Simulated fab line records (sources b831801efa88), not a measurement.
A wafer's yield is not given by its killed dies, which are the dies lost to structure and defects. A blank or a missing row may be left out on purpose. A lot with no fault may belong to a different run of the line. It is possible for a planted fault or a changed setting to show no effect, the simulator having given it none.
fab line records || flow sky130 || part 2 of 2: steps 28 to 37 of 37
record: {"lots": 5, "wafers": 15, "lastDay": 49}
route steps=708 shown METAL3@560 VIA3@573
lots that met no fault: from a run of the same line without faults
startH: hours from the record's first day to the start of the lot's first wafer shown || waitH: hours from the lot's prior step to this one || " the same as in the row above || L1.1+2: several wafers, shown together as one row || - no value present, or no start provided || * or withheld: withheld || < > ~ a bound
route shown NAME@n: names a module that has steps shown in the file, with the first one's number in the route || usual: mean and standard deviation over wafers with no fault || same: alike in all rows || chamber/n: place in a boat || sites: per-site readings || _std_site: their standard deviation || _edge_site: outer sites' mean less inner sites' || radiusMm: how far each site lies from the wafer's centre || mask NAME#n: copy n || behind: the tool/chamber that last shaped the wafer || hold: cause of the lot's hold/its duration in hours/its outcome || device: which transistor (n, p or np) failed to switch || end of line: the tests these same wafers got at the end of their route || a step without rows: its recipe alone || killed: the dies lost at the first sort to structure and to defects; this is not the yield of the wafer || map: a wafer's dies, marking killed ones x, the rest . and places with no die _
set.NAME: the setting that was run; set.NAME@STEP: the one run at that earlier step || model.NAME: the simulator's own value behind a step, which no gauge read
certain route steps with their lots: each step a table, each wafer a row
services: when a tool's chamber went out of use (startH, in hours from the record's first day, below 0 if earlier), for how many hours, and the reason
== steps ==
step: SKY_VIA3_ETCH_14
recipe: {"chemistry": "N2/H2", "target": "BARC", "ionEnergyEv": 200, "sourceW": 500, "biasW": 100, "pressureMtorr": 30, "n2FlowSccm": 100, "h2FlowSccm": 200, "stopOn": "SiO2", "timeS": 45.9, "targetDepthA": 600}
usual: {"drypumpMotorCurrentA": "5.7/0.32", "oesProductAu": "0.855/0.0049", "throttleValvePct": "13.224/0.0095"}
{"lot.wafer": "L074.1", "tool": "rieDiel-03", "chamber": 3, "startH": 919.84, "waitH": 0.0, "drypumpMotorCurrentA": 5.6, "oesProductAu": 0.855, "rfHoursCounterH": 19, "throttleValvePct": 13.246}
{"lot.wafer": "L074.2", "tool": "rieDiel-03", "chamber": 1, "startH": 919.84, "waitH": 0.0, "drypumpMotorCurrentA": 5.1, "oesProductAu": 0.844, "rfHoursCounterH": 11, "throttleValvePct": 13.231}
{"lot.wafer": "L074.5", "tool": "rieDiel-03", "chamber": 2, "startH": 919.84, "waitH": 0.0, "drypumpMotorCurrentA": 5.5, "oesProductAu": 0.855, "rfHoursCounterH": "-", "throttleValvePct": 13.216}
{"lot.wafer": "L083.2", "tool": "rieDiel-03", "chamber": 1, "startH": 991.38, "waitH": 0.0, "drypumpMotorCurrentA": 5.1, "oesProductAu": 0.855, "rfHoursCounterH": 13, "throttleValvePct": 13.219}
{"lot.wafer": "L083.3", "tool": "rieDiel-03", "chamber": 3, "startH": 991.38, "waitH": 0.0, "drypumpMotorCurrentA": 5.7, "oesProductAu": 0.856, "rfHoursCounterH": 21, "throttleValvePct": 13.238}
{"lot.wafer": "L083.4", "tool": "rieDiel-03", "chamber": 2, "startH": 991.38, "waitH": 0.0, "drypumpMotorCurrentA": 5.5, "oesProductAu": 0.850, "rfHoursCounterH": 21, "throttleValvePct": 13.231}
{"lot.wafer": "L088.1", "tool": "rieDiel-02", "chamber": 1, "startH": 1026.11, "waitH": 0.0, "drypumpMotorCurrentA": 5.7, "oesProductAu": 0.856, "rfHoursCounterH": 19, "throttleValvePct": 13.212}
{"lot.wafer": "L088.3", "tool": "rieDiel-02", "chamber": 2, "startH": 1026.11, "waitH": 0.0, "drypumpMotorCurrentA": 5.9, "oesProductAu": 0.861, "rfHoursCounterH": 14, "throttleValvePct": 13.228}
{"lot.wafer": "L088.6", "tool": "rieDiel-02", "chamber": 0, "startH": 1026.11, "waitH": 0.0, "drypumpMotorCurrentA": 6.2, "oesProductAu": 0.856, "rfHoursCounterH": "-", "throttleValvePct": 13.230}
{"lot.wafer": "L091.1", "tool": "rieDiel-01", "chamber": 1, "startH": 1046.53, "waitH": 0.0, "drypumpMotorCurrentA": 5.6, "oesProductAu": 0.854, "rfHoursCounterH": 9, "throttleValvePct": 13.220}
{"lot.wafer": "L091.4", "tool": "rieDiel-01", "chamber": 2, "startH": 1046.53, "waitH": 0.0, "drypumpMotorCurrentA": 5.6, "oesProductAu": 0.851, "rfHoursCounterH": 21, "throttleValvePct": 13.221}
{"lot.wafer": "L091.6", "tool": "rieDiel-01", "chamber": 3, "startH": 1046.53, "waitH": 0.0, "drypumpMotorCurrentA": 6.2, "oesProductAu": 0.851, "rfHoursCounterH": "-", "throttleValvePct": 13.221}
{"lot.wafer": "L092.1", "tool": "rieDiel-03", "chamber": 1, "startH": 1047.24, "waitH": 0.0, "drypumpMotorCurrentA": 5.1, "oesProductAu": 0.856, "rfHoursCounterH": 15, "throttleValvePct": 13.226}
{"lot.wafer": "L092.2", "tool": "rieDiel-03", "chamber": 0, "startH": 1047.24, "waitH": 0.0, "drypumpMotorCurrentA": 6.0, "oesProductAu": 0.860, "rfHoursCounterH": 15, "throttleValvePct": 13.221}
{"lot.wafer": "L092.4", "tool": "rieDiel-03", "chamber": 3, "startH": 1047.24, "waitH": 0.0, "drypumpMotorCurrentA": 5.6, "oesProductAu": 0.853, "rfHoursCounterH": 24, "throttleValvePct": 13.203}
step: SKY_VIA3_ETCH_15
recipe: {"target": "SiO2", "chemistry": "C4F8/O2/Ar", "targetDepthNm": 507, "stopOn": "TiN", "maskMaterial": "KrF-thick", "sourceW": 1500, "biasW": 1200, "pressureMtorr": 40, "c4f8FlowSccm": "withheld", "O2_flow_sccm": 6, "Ar_flow_sccm": 300, "timeS": 78}
usual: {"oesProductAu": "0.946/0.0045"}
{"lot.wafer": "L074.1", "tool": "rieDiel-03", "chamber": 3, "startH": 919.89, "waitH": 0.0, "oesProductAu": 0.943}
{"lot.wafer": "L074.2", "tool": "rieDiel-03", "chamber": 1, "startH": 919.89, "waitH": 0.0, "oesProductAu": 0.956}
{"lot.wafer": "L074.5", "tool": "rieDiel-03", "chamber": 2, "startH": 919.89, "waitH": 0.0, "oesProductAu": 0.943}
{"lot.wafer": "L083.2", "tool": "rieDiel-03", "chamber": 1, "startH": 991.42, "waitH": 0.0, "oesProductAu": 0.947}
{"lot.wafer": "L083.3", "tool": "rieDiel-03", "chamber": 3, "startH": 991.42, "waitH": 0.0, "oesProductAu": 0.946}
{"lot.wafer": "L083.4", "tool": "rieDiel-03", "chamber": 2, "startH": 991.42, "waitH": 0.0, "oesProductAu": 0.943}
{"lot.wafer": "L088.1", "tool": "rieDiel-02", "chamber": 1, "startH": 1026.15, "waitH": 0.0, "oesProductAu": 0.943}
{"lot.wafer": "L088.3", "tool": "rieDiel-02", "chamber": 2, "startH": 1026.15, "waitH": 0.0, "oesProductAu": 0.944}
{"lot.wafer": "L088.6", "tool": "rieDiel-02", "chamber": 0, "startH": 1026.15, "waitH": 0.0, "oesProductAu": 0.946}
{"lot.wafer": "L091.1", "tool": "rieDiel-01", "chamber": 1, "startH": 1046.57, "waitH": 0.0, "oesProductAu": 0.938}
{"lot.wafer": "L091.4", "tool": "rieDiel-01", "chamber": 2, "startH": 1046.57, "waitH": 0.0, "oesProductAu": 0.947}
{"lot.wafer": "L091.6", "tool": "rieDiel-01", "chamber": 3, "startH": 1046.57, "waitH": 0.0, "oesProductAu": 0.944}
{"lot.wafer": "L092.1", "tool": "rieDiel-03", "chamber": 1, "startH": 1047.28, "waitH": 0.0, "oesProductAu": 0.937}
{"lot.wafer": "L092.2", "tool": "rieDiel-03", "chamber": 0, "startH": 1047.28, "waitH": 0.0, "oesProductAu": 0.942}
{"lot.wafer": "L092.4", "tool": "rieDiel-03", "chamber": 3, "startH": 1047.28, "waitH": 0.0, "oesProductAu": 0.948}
step: SKY_VIA3_STRIP_16
recipe: {"chemistry": "O2/N2", "powerW": 1400, "pressureMtorr": 1500, "platenTempC": "withheld", "o2FlowSccm": 3000, "n2FlowSccm": 300, "overashFraction": 0.5}
usual: {"drypumpMotorCurrentA": "5.8/0.46", "o2FlowSccm": "2999/9.4", "oesProductAu": "0.402/0.0046", "stripTimeToEndpointS": "4.139/0.021"}
{"lot.wafer": "L074.1", "tool": "plasmaAsher-04", "chamber": 0, "startH": 919.95, "waitH": 0.0, "drypumpMotorCurrentA": 5.9, "o2FlowSccm": 2998, "oesProductAu": 0.398, "rfHoursCounterH": 47, "stripTimeToEndpointS": 4.115}
{"lot.wafer": "L074.2", "tool": "plasmaAsher-04", "chamber": 1, "startH": 919.95, "waitH": 0.0, "drypumpMotorCurrentA": 4.9, "o2FlowSccm": 2999, "oesProductAu": 0.394, "rfHoursCounterH": 47, "stripTimeToEndpointS": 4.110}
{"lot.wafer": "L074.5", "tool": "plasmaAsher-04", "chamber": 0, "startH": 919.95, "waitH": 0.0, "drypumpMotorCurrentA": 5.9, "o2FlowSccm": 3007, "oesProductAu": 0.401, "rfHoursCounterH": "-", "stripTimeToEndpointS": 4.120}
{"lot.wafer": "L083.2", "tool": "plasmaAsher-04", "chamber": 0, "startH": 991.48, "waitH": 0.0, "drypumpMotorCurrentA": 5.8, "o2FlowSccm": 2993, "oesProductAu": 0.409, "rfHoursCounterH": 55, "stripTimeToEndpointS": 4.104}
{"lot.wafer": "L083.3", "tool": "plasmaAsher-04", "chamber": 1, "startH": 991.48, "waitH": 0.0, "drypumpMotorCurrentA": 4.9, "o2FlowSccm": 3002, "oesProductAu": 0.398, "rfHoursCounterH": "-", "stripTimeToEndpointS": 4.125}
{"lot.wafer": "L083.4", "tool": "plasmaAsher-04", "chamber": 0, "startH": 991.48, "waitH": 0.0, "drypumpMotorCurrentA": 5.8, "o2FlowSccm": 2991, "oesProductAu": 0.400, "rfHoursCounterH": "-", "stripTimeToEndpointS": 4.136}
{"lot.wafer": "L088.1", "tool": "plasmaAsher-01", "chamber": 0, "startH": 1026.21, "waitH": 0.0, "drypumpMotorCurrentA": 6.2, "o2FlowSccm": 2997, "oesProductAu": 0.393, "rfHoursCounterH": 117, "stripTimeToEndpointS": 4.089}
{"lot.wafer": "L088.3", "tool": "plasmaAsher-01", "chamber": 0, "startH": 1026.21, "waitH": 0.0, "drypumpMotorCurrentA": 6.2, "o2FlowSccm": 3015, "oesProductAu": 0.396, "rfHoursCounterH": "-", "stripTimeToEndpointS": 4.098}
{"lot.wafer": "L088.6", "tool": "plasmaAsher-01", "chamber": 0, "startH": 1026.21, "waitH": 0.0, "drypumpMotorCurrentA": 6.2, "o2FlowSccm": 3003, "oesProductAu": 0.404, "rfHoursCounterH": "-", "stripTimeToEndpointS": 4.127}
{"lot.wafer": "L091.1", "tool": "plasmaAsher-01", "chamber": 1, "startH": 1046.63, "waitH": 0.0, "drypumpMotorCurrentA": 5.6, "o2FlowSccm": 3008, "oesProductAu": 0.399, "rfHoursCounterH": 118, "stripTimeToEndpointS": 4.134}
{"lot.wafer": "L091.4", "tool": "plasmaAsher-01", "chamber": 0, "startH": 1046.63, "waitH": 0.0, "drypumpMotorCurrentA": 6.2, "o2FlowSccm": 2995, "oesProductAu": 0.400, "rfHoursCounterH": "-", "stripTimeToEndpointS": 4.146}
{"lot.wafer": "L091.6", "tool": "plasmaAsher-01", "chamber": 0, "startH": 1046.63, "waitH": 0.0, "drypumpMotorCurrentA": 6.2, "o2FlowSccm": 3018, "oesProductAu": 0.402, "rfHoursCounterH": "-", "stripTimeToEndpointS": 4.124}
{"lot.wafer": "L092.1", "tool": "plasmaAsher-04", "chamber": 0, "startH": 1047.34, "waitH": 0.0, "drypumpMotorCurrentA": 5.8, "o2FlowSccm": 3004, "oesProductAu": 0.400, "rfHoursCounterH": 61, "stripTimeToEndpointS": 4.122}
{"lot.wafer": "L092.2", "tool": "plasmaAsher-04", "chamber": 1, "startH": 1047.34, "waitH": 0.0, "drypumpMotorCurrentA": 4.9, "o2FlowSccm": 2985, "oesProductAu": 0.411, "rfHoursCounterH": 61, "stripTimeToEndpointS": 4.152}
{"lot.wafer": "L092.4", "tool": "plasmaAsher-04", "chamber": 1, "startH": 1047.34, "waitH": 0.0, "drypumpMotorCurrentA": 4.9, "o2FlowSccm": 3009, "oesProductAu": 0.397, "rfHoursCounterH": "-", "stripTimeToEndpointS": 4.132}
step: SKY_VIA3_STRIP_17
recipe: {"chemistry": "postEtchResidueRemover", "timeS": 1200, "tempC": 72.5}
{"lot.wafer": "L074.1+2+5", "tool": "wetBench-03", "chamber": 3, "startH": 920.05, "waitH": 0.1}
{"lot.wafer": "L083.2+3+4", "tool": "wetBench-01", "chamber": 2, "startH": 991.58, "waitH": 0.1}
{"lot.wafer": "L088.1+3+6", "tool": "wetBench-04", "chamber": 0, "startH": 1026.31, "waitH": 0.1}
{"lot.wafer": "L091.1+4+6", "tool": "wetBench-03", "chamber": 2, "startH": 1046.73, "waitH": 0.1}
{"lot.wafer": "L092.1+2+4", "tool": "wetBench-01", "chamber": 3, "startH": 1047.44, "waitH": 0.1}
step: SKY_VIA3_CLEAN_18
recipe: {"chemistry": "IPA", "timeS": 180, "tempC": 25}
{"lot.wafer": "L074.1+2+5", "tool": "wetBench-04", "chamber": 3, "startH": 920.45, "waitH": 0.0}
{"lot.wafer": "L083.2+3+4", "tool": "wetBench-03", "chamber": 1, "startH": 991.92, "waitH": 0.0}
{"lot.wafer": "L088.1+3+6", "tool": "wetBench-03", "chamber": 2, "startH": 1026.65, "waitH": 0.0}
{"lot.wafer": "L091.1+4+6", "tool": "wetBench-01", "chamber": 0, "startH": 1047.07, "waitH": 0.0}
{"lot.wafer": "L092.1+2+4", "tool": "wetBench-01", "chamber": 3, "startH": 1047.81, "waitH": 0.0}
step: SKY_VIA3_CLEAN_19
recipe: {"chemistry": "O3/DIW", "dry": "n2Spin"}
{"lot.wafer": "L074.1+2+5", "tool": "wetBench-03", "chamber": 2, "startH": 920.51, "waitH": 0.0}
{"lot.wafer": "L083.2+3+4", "tool": "wetBench-04", "chamber": 2, "startH": 991.98, "waitH": 0.0}
{"lot.wafer": "L088.1+3+6", "tool": "wetBench-01", "chamber": 2, "startH": 1026.71, "waitH": 0.0}
{"lot.wafer": "L091.1+4+6", "tool": "wetBench-04", "chamber": 2, "startH": 1047.13, "waitH": 0.0}
{"lot.wafer": "L092.1+2+4", "tool": "wetBench-01", "chamber": 0, "startH": 1047.88, "waitH": 0.0}
step: SKY_VIA3_SPUTTER_20
recipe: {"material": "TiN", "targetThkNm": 20, "chamberPressurePa": 5, "powerW": 4000, "timeS": 80}
usual: {"throttleValvePct": "30.4/0.87"}
{"lot.wafer": "L074.1", "tool": "pvdSputter-01", "chamber": "-", "startH": 920.62, "waitH": 0.0, "throttleValvePct": 30.8}
{"lot.wafer": "L074.2", "tool": "pvdSputter-01", "chamber": "-", "startH": 920.62, "waitH": 0.0, "throttleValvePct": 31.0}
{"lot.wafer": "L074.5", "tool": "pvdSputter-01", "chamber": "-", "startH": 920.62, "waitH": 0.0, "throttleValvePct": 30.7}
{"lot.wafer": "L083.2", "tool": "pvdSputter-04", "chamber": "-", "startH": 992.07, "waitH": 0.0, "throttleValvePct": 29.6}
{"lot.wafer": "L083.3", "tool": "pvdSputter-04", "chamber": "-", "startH": 992.07, "waitH": 0.0, "throttleValvePct": 30.8}
{"lot.wafer": "L083.4", "tool": "pvdSputter-04", "chamber": "-", "startH": 992.07, "waitH": 0.0, "throttleValvePct": 29.5}
{"lot.wafer": "L088.1", "tool": "pvdSputter-04", "chamber": "-", "startH": 1026.80, "waitH": 0.0, "throttleValvePct": 29.5}
{"lot.wafer": "L088.3", "tool": "pvdSputter-04", "chamber": "-", "startH": 1026.80, "waitH": 0.0, "throttleValvePct": 30.9}
{"lot.wafer": "L088.6", "tool": "pvdSputter-04", "chamber": "-", "startH": 1026.80, "waitH": 0.0, "throttleValvePct": 32.1}
{"lot.wafer": "L091.1", "tool": "pvdSputter-01", "chamber": "-", "startH": 1047.24, "waitH": 0.0, "throttleValvePct": 30.7}
{"lot.wafer": "L091.4", "tool": "pvdSputter-01", "chamber": "-", "startH": 1047.24, "waitH": 0.0, "throttleValvePct": 30.5}
{"lot.wafer": "L091.6", "tool": "pvdSputter-01", "chamber": "-", "startH": 1047.24, "waitH": 0.0, "throttleValvePct": 31.2}
{"lot.wafer": "L092.1", "tool": "pvdSputter-03", "chamber": "-", "startH": 1047.98, "waitH": 0.0, "throttleValvePct": 30.5}
{"lot.wafer": "L092.2", "tool": "pvdSputter-03", "chamber": "-", "startH": 1047.98, "waitH": 0.0, "throttleValvePct": 28.3}
{"lot.wafer": "L092.4", "tool": "pvdSputter-03", "chamber": "-", "startH": 1047.98, "waitH": 0.0, "throttleValvePct": 29.3}
step: SKY_VIA3_CVD_21
recipe: {"material": "W", "targetThkNm": 390, "timeS": 117.31, "tempC": 400, "pressureTorr": 40}
usual: {"heaterPowerOuterW": "487/31", "heaterPowerW": "800/74"}
{"lot.wafer": "L074.1", "tool": "cvdW-02", "chamber": 1, "startH": 920.68, "waitH": 0.0, "heaterPowerOuterW": 459, "heaterPowerW": 752}
{"lot.wafer": "L074.2", "tool": "cvdW-02", "chamber": 0, "startH": 920.68, "waitH": 0.0, "heaterPowerOuterW": 464, "heaterPowerW": 714}
{"lot.wafer": "L074.5", "tool": "cvdW-02", "chamber": 1, "startH": 920.68, "waitH": 0.0, "heaterPowerOuterW": 473, "heaterPowerW": 759}
{"lot.wafer": "L083.2", "tool": "cvdW-01", "chamber": 0, "startH": 992.13, "waitH": 0.0, "heaterPowerOuterW": 501, "heaterPowerW": 813}
{"lot.wafer": "L083.3", "tool": "cvdW-01", "chamber": 1, "startH": 992.13, "waitH": 0.0, "heaterPowerOuterW": 527, "heaterPowerW": 908}
{"lot.wafer": "L083.4", "tool": "cvdW-01", "chamber": 0, "startH": 992.13, "waitH": 0.0, "heaterPowerOuterW": 488, "heaterPowerW": 820}
{"lot.wafer": "L088.1", "tool": "cvdW-02", "chamber": 1, "startH": 1026.87, "waitH": 0.0, "heaterPowerOuterW": 460, "heaterPowerW": 764}
{"lot.wafer": "L088.3", "tool": "cvdW-02", "chamber": 0, "startH": 1026.87, "waitH": 0.0, "heaterPowerOuterW": 463, "heaterPowerW": 729}
{"lot.wafer": "L088.6", "tool": "cvdW-02", "chamber": 1, "startH": 1026.87, "waitH": 0.0, "heaterPowerOuterW": 460, "heaterPowerW": 744}
{"lot.wafer": "L091.1", "tool": "cvdW-01", "chamber": 1, "startH": 1047.30, "waitH": 0.0, "heaterPowerOuterW": 529, "heaterPowerW": 902}
{"lot.wafer": "L091.4", "tool": "cvdW-01", "chamber": 1, "startH": 1047.30, "waitH": 0.0, "heaterPowerOuterW": 525, "heaterPowerW": 893}
{"lot.wafer": "L091.6", "tool": "cvdW-01", "chamber": 1, "startH": 1047.30, "waitH": 0.0, "heaterPowerOuterW": 538, "heaterPowerW": 913}
{"lot.wafer": "L092.1", "tool": "cvdW-01", "chamber": 1, "startH": 1048.04, "waitH": 0.0, "heaterPowerOuterW": 520, "heaterPowerW": 924}
{"lot.wafer": "L092.2", "tool": "cvdW-01", "chamber": 0, "startH": 1048.04, "waitH": 0.0, "heaterPowerOuterW": 493, "heaterPowerW": 816}
{"lot.wafer": "L092.4", "tool": "cvdW-01", "chamber": 0, "startH": 1048.04, "waitH": 0.0, "heaterPowerOuterW": 493, "heaterPowerW": 794}
step: SKY_VIA3_RS_MEAS_22
recipe: {"thkMeasGauge": "four-point-probe", "reads": "W_of_VIA3_CVD_21+TiN_of_VIA3_SPUTTER_20"}
usual: {"VIA3_W_RS": "0.2958/0.0027"}
{"lot.wafer": "L074.1", "tool": "filmMetro-02", "chamber": "-", "startH": 920.80, "waitH": 0.1, "VIA3_W_RS[ohm/sq]": 0.2945}
{"lot.wafer": "L074.2", "tool": "filmMetro-02", "chamber": "-", "startH": 920.80, "waitH": 0.1, "VIA3_W_RS[ohm/sq]": 0.2968}
{"lot.wafer": "L074.5", "tool": "filmMetro-02", "chamber": "-", "startH": 920.80, "waitH": 0.1, "VIA3_W_RS[ohm/sq]": 0.2945}
{"lot.wafer": "L083.2", "tool": "filmMetro-04", "chamber": "-", "startH": 992.27, "waitH": 0.1, "VIA3_W_RS[ohm/sq]": 0.2957}
{"lot.wafer": "L083.3", "tool": "filmMetro-04", "chamber": "-", "startH": 992.27, "waitH": 0.1, "VIA3_W_RS[ohm/sq]": 0.2986}
{"lot.wafer": "L083.4", "tool": "filmMetro-04", "chamber": "-", "startH": 992.27, "waitH": 0.1, "VIA3_W_RS[ohm/sq]": 0.2972}
{"lot.wafer": "L088.1", "tool": "filmMetro-04", "chamber": "-", "startH": 1026.99, "waitH": 0.1, "VIA3_W_RS[ohm/sq]": 0.2916}
{"lot.wafer": "L088.3", "tool": "filmMetro-04", "chamber": "-", "startH": 1026.99, "waitH": 0.1, "VIA3_W_RS[ohm/sq]": 0.2921}
{"lot.wafer": "L088.6", "tool": "filmMetro-04", "chamber": "-", "startH": 1026.99, "waitH": 0.1, "VIA3_W_RS[ohm/sq]": 0.2922}
{"lot.wafer": "L091.1", "tool": "filmMetro-01", "chamber": "-", "startH": 1047.43, "waitH": 0.1, "VIA3_W_RS[ohm/sq]": 0.2974}
{"lot.wafer": "L091.4", "tool": "filmMetro-01", "chamber": "-", "startH": 1047.43, "waitH": 0.1, "VIA3_W_RS[ohm/sq]": 0.2947}
{"lot.wafer": "L091.6", "tool": "filmMetro-01", "chamber": "-", "startH": 1047.43, "waitH": 0.1, "VIA3_W_RS[ohm/sq]": 0.2952}
{"lot.wafer": "L092.1", "tool": "filmMetro-02", "chamber": "-", "startH": 1048.16, "waitH": 0.1, "VIA3_W_RS[ohm/sq]": 0.2980}
{"lot.wafer": "L092.2", "tool": "filmMetro-02", "chamber": "-", "startH": 1048.16, "waitH": 0.1, "VIA3_W_RS[ohm/sq]": 0.2952}
{"lot.wafer": "L092.4", "tool": "filmMetro-02", "chamber": "-", "startH": 1048.16, "waitH": 0.1, "VIA3_W_RS[ohm/sq]": 0.2979}
step: SKY_VIA3_THK_MEAS_23
recipe: {"thkMeasGauge": "xrf", "reads": "W_of_VIA3_CVD_21"}
usual: {"VIA3_W_THK": "399/3.9"}
{"lot.wafer": "L074.1", "tool": "filmMetro-02", "chamber": "-", "startH": 920.92, "waitH": 0.1, "VIA3_W_THK[nm]": 395}
{"lot.wafer": "L074.2", "tool": "filmMetro-02", "chamber": "-", "startH": 920.92, "waitH": 0.1, "VIA3_W_THK[nm]": 392}
{"lot.wafer": "L074.5", "tool": "filmMetro-02", "chamber": "-", "startH": 920.92, "waitH": 0.1, "VIA3_W_THK[nm]": 399}
{"lot.wafer": "L083.2", "tool": "filmMetro-04", "chamber": "-", "startH": 992.38, "waitH": 0.1, "VIA3_W_THK[nm]": 402}
{"lot.wafer": "L083.3", "tool": "filmMetro-04", "chamber": "-", "startH": 992.38, "waitH": 0.1, "VIA3_W_THK[nm]": 395}
{"lot.wafer": "L083.4", "tool": "filmMetro-04", "chamber": "-", "startH": 992.38, "waitH": 0.1, "VIA3_W_THK[nm]": 398}
{"lot.wafer": "L088.1", "tool": "filmMetro-04", "chamber": "-", "startH": 1027.11, "waitH": 0.1, "VIA3_W_THK[nm]": 400}
{"lot.wafer": "L088.3", "tool": "filmMetro-04", "chamber": "-", "startH": 1027.11, "waitH": 0.1, "VIA3_W_THK[nm]": 398}
{"lot.wafer": "L088.6", "tool": "filmMetro-04", "chamber": "-", "startH": 1027.11, "waitH": 0.1, "VIA3_W_THK[nm]": 400}
{"lot.wafer": "L091.1", "tool": "filmMetro-01", "chamber": "-", "startH": 1047.55, "waitH": 0.1, "VIA3_W_THK[nm]": 396}
{"lot.wafer": "L091.4", "tool": "filmMetro-01", "chamber": "-", "startH": 1047.55, "waitH": 0.1, "VIA3_W_THK[nm]": 400}
{"lot.wafer": "L091.6", "tool": "filmMetro-01", "chamber": "-", "startH": 1047.55, "waitH": 0.1, "VIA3_W_THK[nm]": 402}
{"lot.wafer": "L092.1", "tool": "filmMetro-02", "chamber": "-", "startH": 1048.28, "waitH": 0.1, "VIA3_W_THK[nm]": 397}
{"lot.wafer": "L092.2", "tool": "filmMetro-02", "chamber": "-", "startH": 1048.28, "waitH": 0.1, "VIA3_W_THK[nm]": 401}
{"lot.wafer": "L092.4", "tool": "filmMetro-02", "chamber": "-", "startH": 1048.28, "waitH": 0.1, "VIA3_W_THK[nm]": 398}
== services ==
{"tool": "rieMetal-03", "chamber": 0, "startH": 857.13, "hours": 14.4, "kind": "repair"}
{"tool": "rieDiel-03", "chamber": "-", "startH": 867.73, "hours": 1.2, "kind": "repair"}
{"tool": "krfScanner-01", "chamber": "-", "startH": 882.56, "hours": 0.8, "kind": "pm"}
{"tool": "rieMetal-02", "chamber": "-", "startH": 899.62, "hours": 2.8, "kind": "pm"}
{"tool": "wetBench-01", "chamber": "-", "startH": 906.45, "hours": 5.2, "kind": "repair"}
{"tool": "rieDiel-03", "chamber": 0, "startH": 916.64, "hours": 4.1, "kind": "repair"}
{"tool": "krfScanner-02", "chamber": "-", "startH": 929.64, "hours": 1.3, "kind": "pm"}
{"tool": "rieMetal-03", "chamber": "-", "startH": 941.03, "hours": 0.8, "kind": "repair"}
{"tool": "krfScanner-02", "chamber": "-", "startH": 957.54, "hours": 0.8, "kind": "pm"}
{"tool": "rieDiel-01", "chamber": "-", "startH": 962.77, "hours": 0.3, "kind": "repair"}
{"tool": "krfScanner-02", "chamber": "-", "startH": 963.90, "hours": 1.0, "kind": "pm"}
{"tool": "wetBench-01", "chamber": "-", "startH": 968.02, "hours": 1.8, "kind": "repair"}
{"tool": "krfScanner-02", "chamber": "-", "startH": 976.87, "hours": 0.3, "kind": "repair"}
{"tool": "krfScanner-02", "chamber": "-", "startH": 983.04, "hours": 3.6, "kind": "pm"}
{"tool": "rieMetal-03", "chamber": "-", "startH": 986.43, "hours": 14.6, "kind": "pm"}
{"tool": "krfScanner-01", "chamber": "-", "startH": 988.74, "hours": 1.0, "kind": "pm"}
{"tool": "rieMetal-02", "chamber": 0, "startH": 989.59, "hours": 11.3, "kind": "repair"}
{"tool": "rieDiel-01", "chamber": 2, "startH": 1009.53, "hours": 18.0, "kind": "repair"}
{"tool": "rieDiel-03", "chamber": "-", "startH": 1011.12, "hours": 0.2, "kind": "repair"}
{"tool": "krfScanner-01", "chamber": "-", "startH": 1015.96, "hours": 4.4, "kind": "pm"}
{"tool": "rieMetal-02", "chamber": 0, "startH": 1027.28, "hours": 14.8, "kind": "repair"}
{"tool": "krfScanner-01", "chamber": "-", "startH": 1030.00, "hours": 1.3, "kind": "pm"}
{"tool": "rieMetal-03", "chamber": "-", "startH": 1043.37, "hours": 1.4, "kind": "pm"}
{"tool": "rieMetal-04", "chamber": "-", "startH": 1046.06, "hours": 2.8, "kind": "pm"}
